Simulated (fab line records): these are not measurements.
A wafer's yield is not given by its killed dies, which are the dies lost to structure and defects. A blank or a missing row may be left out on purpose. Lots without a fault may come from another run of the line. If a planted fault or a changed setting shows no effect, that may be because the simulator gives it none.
fab line records	flow gf180mcu
record lots=14	wafers=42	last-day=34
route steps=602 shown STI@31 POLY_GATE@166 V1@351 V2@384
lots that met no fault: taken from a fault-free run of the same line
start-h: the number of hours between the record's first day and the start of the first shown wafer of the lot	wait-h: hours since the lot's step before	" unchanged from the row above	L1.1+2: one row covering several wafers at once	- no value, or no start given	* or withheld: withheld	< > ~ a bound
route shown NAME@n: NAME is a module with steps in the file, n the number in the route of the first one	usual: mean/standard deviation taken from wafers without a fault	same: alike in all rows	chamber/n: place in a boat	sites: per-site readings	_std_site: how widely they spread, as a standard deviation	_edge_site: mean of outer sites minus mean of inner sites	radius-mm: how far each site lies from the wafer's centre	mask NAME#n: copy n	behind: the most recent tool/chamber to have shaped the wafer	hold: why the lot was held/for how many hours/how that ended	device: the n, p or np transistor that did not switch	end of line: the tests these same wafers got at the end of their route	a step with no rows: only its recipe	killed: not the wafer's yield, but the dies lost to structure and defects at the first sort	map: per-die view of a wafer (x killed, . not killed, _ where there is no die)
set.NAME: setting as actually run; set.NAME@STEP: the setting as run at that earlier step	model.NAME: the simulator's own value behind a step, which no gauge read
a sample of lots followed through the steps of the route, with each step as a table and each wafer as a row
services: a tool's chamber out of use, with start hour (start-h, from the record's first day; less than 0 if before it), hours out, and reason
## steps
# step GF_STI_THK_MEAS_30
# recipe reads=SiO2_of_STI_OXIDATION_29
# usual STI_OXIDATION_02_THK=9.99/0.18
lot.wafer	tool	chamber	start-h	wait-h	STI_OXIDATION_02_THK[nm]
L270.1	film-metro-01	-	47.60	0.0	10.07
L270.5	"	-	"	"	9.97
L270.6	"	-	"	"	9.93
L271.2	film-metro-02	-	51.28	0.0	10.13
L271.5	"	-	"	"	10.13
L271.6	"	-	"	"	9.97
L273.3	film-metro-02	-	63.12	0.0	9.73
L273.4	"	-	"	"	9.80
L273.5	"	-	"	"	9.77
L276.3	film-metro-01	-	76.41	0.0	10.24
L276.4	"	-	"	"	10.31
L276.6	"	-	"	"	10.40
L281.2	film-metro-01	-	101.81	0.0	10.11
L281.3	"	-	"	"	10.02
L281.5	"	-	"	"	10.00
L282.4	film-metro-01	-	106.17	0.0	10.02
L282.5	"	-	"	"	10.05
L282.6	"	-	"	"	9.92
L283.1	film-metro-03	-	112.60	0.0	9.80
L283.2	"	-	"	"	9.90
L283.3	"	-	"	"	9.84
L284.1	film-metro-01	-	117.93	0.0	10.21
L284.2	"	-	"	"	10.36
L284.6	"	-	"	"	10.25
L285.3	film-metro-01	-	122.07	0.0	10.05
L285.4	"	-	"	"	9.90
L285.6	"	-	"	"	10.00
L286.3	film-metro-01	-	127.81	0.0	9.99
L286.4	"	-	"	"	9.96
L286.5	"	-	"	"	9.92
L287.2	film-metro-01	-	135.15	0.0	9.71
L287.3	"	-	"	"	9.77
L287.5	"	-	"	"	9.92
L288.1	film-metro-02	-	137.92	0.0	9.85
L288.3	"	-	"	"	9.80
L288.6	"	-	"	"	9.91
L289.2	film-metro-01	-	143.94	0.0	9.85
L289.3	"	-	"	"	9.80
L289.5	"	-	"	"	9.80
L290.2	film-metro-01	-	149.58	0.0	10.13
L290.3	"	-	"	"	10.03
L290.5	"	-	"	"	10.08
# step GF_POLY_GATE_DEVELOP_09
# recipe develop-time-s=60	resist=KrF	dev-temp-c=21
# usual chill-plate-temp-C=23.00/0.1	develop-time-s=60/0	exhaust-pa=44.9/0.89
lot.wafer	tool	chamber	start-h	wait-h	chill-plate-temp-C	develop-time-s	exhaust-pa
L270.1	litho-track-04	0	220.18	0.2	22.99	60	44.7
L270.5	"	0	"	"	22.89	60	45.5
L270.6	"	0	"	"	22.89	60	44.9
L271.2	litho-track-01	0	224.58	0.2	23.19	60	45.0
L271.5	"	0	"	"	23.19	60	43.7
L271.6	"	0	"	"	23.17	60	45.4
L273.3	litho-track-04	0	239.18	0.1	23.07	60	45.3
L273.4	"	0	"	"	23.01	60	45.8
L273.5	"	0	"	"	23.01	60	45.1
L276.3	litho-track-01	0	257.51	0.1	22.86	60	44.6
L276.4	"	0	"	"	22.97	60	43.9
L276.6	"	0	"	"	23.05	60	44.8
L281.2	litho-track-04	-	294.55	0.2	-	-	-
L281.3	"	-	"	"	-	-	-
L281.5	"	-	"	"	-	-	-
L282.4	litho-track-04	-	301.30	0.1	-	-	-
L282.5	"	-	"	"	-	-	-
L282.6	"	-	"	"	-	-	-
L283.1	litho-track-02	0	308.29	0.2	22.89	60	45.6
L283.2	"	0	"	"	23.10	60	45.5
L283.3	"	0	"	"	22.94	60	45.7
L284.1	litho-track-04	0	315.82	0.2	23.14	60	44.4
L284.2	"	0	"	"	23.04	60	44.5
L284.6	"	0	"	"	22.94	60	44.7
L285.3	litho-track-01	0	322.85	0.1	22.91	60	44.5
L285.4	"	0	"	"	22.89	60	43.2
L285.6	"	0	"	"	22.97	60	43.8
L286.3	litho-track-04	0	332.22	0.1	23.06	60	46.4
L286.4	"	0	"	"	22.88	60	45.5
L286.5	"	0	"	"	23.02	60	44.6
L287.2	litho-track-01	0	341.68	0.2	22.99	60	46.7
L287.3	"	0	"	"	23.04	60	44.2
L287.5	"	0	"	"	23.07	60	45.3
L288.1	litho-track-01	0	346.40	0.2	22.91	60	44.0
L288.3	"	0	"	"	22.96	60	42.6
L288.6	"	0	"	"	23.09	60	44.3
L289.2	litho-track-02	0	356.71	0.2	23.26	60	45.4
L289.3	"	0	"	"	23.01	60	42.8
L289.5	"	0	"	"	23.16	60	44.9
L290.2	litho-track-01	0	360.93	0.2	23.00	60	43.7
L290.3	"	0	"	"	23.00	60	44.9
L290.5	"	0	"	"	22.94	60	44.3
# step GF_V1_ETCH_16
# recipe chemistry=N2/H2	target-depth-a=withheld	overetch-a=withheld	time-s=withheld	target=BARC	ion-energy-ev=200	source-w=500	bias-w=100	pressure-mtorr=30	n2-flow-sccm=100	h2-flow-sccm=200
# usual drypump-motor-current-A=5.6/0.31	oes-product-au=0.855/0.0044	throttle-valve-pct=13.225/0.0096
lot.wafer	tool	chamber	start-h	wait-h	drypump-motor-current-A	oes-product-au	throttle-valve-pct
L270.1	rie-diel-02	2	444.21	0.0	5.8	0.862	13.227
L270.5	"	2	"	"	5.8	0.855	13.232
L270.6	"	1	"	"	5.6	0.858	13.220
L271.2	rie-diel-04	2	447.08	0.0	5.9	0.845	13.228
L271.5	"	1	"	"	5.3	0.853	13.224
L271.6	"	2	"	"	5.9	0.853	13.223
L273.3	rie-diel-04	1	465.51	0.0	5.3	0.855	13.225
L273.4	"	2	"	"	5.9	0.857	13.233
L273.5	"	0	"	"	5.8	0.849	13.227
L276.3	rie-diel-02	2	491.46	0.0	5.8	0.852	13.228
L276.4	"	3	"	"	5.9	0.859	13.209
L276.6	"	1	"	"	5.5	0.866	13.232
L283.1	rie-diel-04	1	549.91	0.0	5.3	0.855	13.237
L283.2	"	0	"	"	5.9	0.856	13.220
L283.3	"	2	"	"	5.9	0.851	13.220
L284.1	rie-diel-01	3	559.11	0.0	5.4	0.856	13.200
L284.2	"	1	"	"	5.3	0.850	13.221
L284.6	"	3	"	"	5.3	0.855	13.234
L285.3	rie-diel-01	1	567.78	0.0	5.3	0.859	13.223
L285.4	"	2	"	"	5.2	0.851	13.229
L285.6	"	2	"	"	5.3	0.852	13.220
L286.3	rie-diel-01	1	575.21	0.0	5.3	0.851	13.226
L286.4	"	3	"	"	5.4	0.856	13.236
L286.5	"	3	"	"	5.4	0.862	13.221
L287.2	rie-diel-02	3	584.69	0.0	5.9	0.865	13.232
L287.3	"	2	"	"	5.8	0.858	13.222
L287.5	"	2	"	"	5.8	0.855	13.218
L288.1	rie-diel-02	1	589.18	0.0	5.5	0.852	13.242
L288.3	"	2	"	"	5.8	0.852	13.217
L288.6	"	1	"	"	5.5	0.857	13.211
L289.2	rie-diel-01	3	599.27	0.0	5.3	0.852	13.225
L289.3	"	1	"	"	5.3	0.848	13.220
L289.5	"	2	"	"	5.3	0.850	13.215
L290.2	rie-diel-04	3	600.13	0.0	5.8	0.854	13.226
L290.3	"	1	"	"	5.3	0.861	13.232
L290.5	"	3	"	"	5.7	0.850	13.235
# step GF_V2_CVD_02
# recipe material=SiO2	target-thk-nm=850	precursor=TEOS	temp-c=400	time-s=94.851	rf-w=600
# usual heater-power-w=630/95
lot.wafer	tool	chamber	start-h	wait-h	heater-power-w
L270.1	pecvd-02	2	471.21	0.1	742
L270.5	"	0	"	"	610
L270.6	"	1	"	"	733
L271.2	pecvd-02	1	473.77	0.0	710
L271.5	"	2	"	"	741
L271.6	"	1	"	"	723
L273.3	pecvd-03	2	491.79	0.0	614
L273.4	"	0	"	"	795
L273.5	"	2	"	"	677
L276.3	pecvd-03	2	516.76	0.0	686
L276.4	"	1	"	"	557
L276.6	"	2	"	"	543
L283.1	pecvd-03	1	574.63	0.1	517
L283.2	"	2	"	"	607
L283.3	"	0	"	"	768
L284.1	pecvd-04	2	583.30	0.1	568
L284.2	"	1	"	"	649
L284.6	"	2	"	"	588
L285.3	pecvd-04	2	591.70	0.0	496
L285.4	"	0	"	"	559
L285.6	"	1	"	"	786
L286.3	pecvd-04	0	599.70	0.0	489
L286.4	"	1	"	"	722
L286.5	"	2	"	"	605
L287.2	pecvd-02	0	608.14	0.0	655
L287.3	"	1	"	"	710
L287.5	"	2	"	"	565
L288.1	pecvd-03	0	612.99	0.1	700
L288.3	"	2	"	"	683
L288.6	"	1	"	"	559
L289.2	pecvd-04	2	622.18	0.0	624
L289.3	"	1	"	"	732
L289.5	"	0	"	"	494
L290.2	pecvd-02	1	623.91	0.0	716
L290.3	"	2	"	"	726
L290.5	"	0	"	"	498
## services
tool	chamber	start-h	hours	kind
pecvd-03	-	196.47	1.5	repair
pecvd-02	-	212.43	2.8	pm
pecvd-03	-	219.62	28.1	pm
pecvd-04	-	221.71	2.6	repair
pecvd-02	-	228.46	1.2	repair
rie-diel-01	3	230.53	22.7	repair
rie-diel-02	-	239.94	2.7	repair
rie-diel-01	1	242.78	7.6	repair
rie-diel-01	-	248.57	16.7	repair
rie-diel-02	1	251.11	6.9	repair
rie-diel-04	0	258.00	8.1	repair
rie-diel-04	-	262.68	0.4	repair
rie-diel-02	2	270.14	5.2	repair
rie-diel-04	0	294.47	4.5	repair
rie-diel-01	3	300.88	8.5	repair
pecvd-02	-	307.27	2.3	repair
pecvd-02	-	333.72	0.8	pm
rie-diel-02	-	334.32	0.5	repair
pecvd-03	-	336.82	0.8	pm
pecvd-03	-	343.99	6.0	pm
rie-diel-01	-	345.14	2.8	pm
rie-diel-01	-	353.25	3.5	repair
rie-diel-02	1	362.04	15.7	repair
pecvd-02	-	368.88	14.0	pm
## key
first-sign step=GF_POLY_GATE_DEVELOP_09	reading=tool-record	direction=missing
effect none on later readings
met-at GF_POLY_GATE_DEVELOP_09
struck-lots L281,L282
later-rows-left-out L281.2,L281.3,L281.5,L282.4,L282.5,L282.6
sort-left-out L281.2,L281.3,L281.5,L282.4,L282.5,L282.6
tester-left-out L281,L282
not-acting-at GF_STI_THK_MEAS_30,GF_V1_ETCH_16,GF_V2_CVD_02
onset-between 239.18 294.55
fault kind=skipped-step-whole	tool=litho-track-04	chamber=-	onset-h=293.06	steps=GF_POLY_GATE_DEVELOP_09	scope=struck-lots-only
# tester-left-out: of these lots the tester's yield and bins aren't shown, on N5 and GAA mostly nor the transistor test; their killed dies are dies lost to structure and defects alone, not to doping, threshold or leakage, so they don't give the yield
# sort-left-out: the simulated sort isn't trusted on such a fault, so these wafers' sort isn't shown, and their yield isn't known
# later-rows-left-out: the simulator's readings of these wafers behind a module that went badly wrong aren't trusted and aren't shown, but for the sort
